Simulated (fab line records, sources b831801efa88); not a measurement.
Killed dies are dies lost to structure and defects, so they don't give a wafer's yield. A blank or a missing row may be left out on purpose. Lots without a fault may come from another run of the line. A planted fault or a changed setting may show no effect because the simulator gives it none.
Chamber matching | flow sky130 | SKY_PASSIVATION_CVD_02 on pecvd-04: 3 sister chambers
The step deposits Si3N4, target thk 540 nm. 6 wafers are shown with their chamber, then 10 later ones without.

WAFERS WITH THEIR CHAMBER
wafer  | chamber | heater_power_w (W)
L082.1 | 2       | 578
L082.3 | 1       | 744
L084.3 | 2       | 598
L084.4 | 1       | 754
L086.3 | 0       | 1059
L086.4 | 0       | 1088

WAFERS WITHOUT THEIR CHAMBER
wafer  | heater_power_w (W)
L086.6 | 744
L090.2 | 624
L090.5 | 785
L090.6 | 637
L094.3 | 691
L094.5 | 646
L094.6 | 757
L096.1 | 816
L096.3 | 614
L096.5 | 992

WHICH CHAMBER EACH WENT THROUGH
wafer  | from the rows above | in truth
L086.6 | 1                   | 1
L090.2 | 2                   | 2
L090.5 | 1                   | 1
L090.6 | 2                   | 2
L094.3 | 1                   | 1
L094.5 | 2                   | 2
L094.6 | 1                   | 1
L096.1 | 1                   | 1
L096.3 | 2                   | 2
L096.5 | 0                   | 0
Placed correctly: 10 of 10. Can't be placed from these rows: 0. Placed wrongly: 0.
How it was worked out, from the rows above alone: a wafer's distance from a chamber is the root of the sum, over the readings, of the square of ((its reading less the chamber's mean) divided by the reading's scatter). The wafer belongs to the nearest chamber; if the next one is less than 2 further off, it can't be placed. A chamber's mean is the mean of its shown wafers. The scatter: the root of (the sum of the squares of (reading less its chamber's mean) over the shown wafers, divided by (wafers less chambers)).
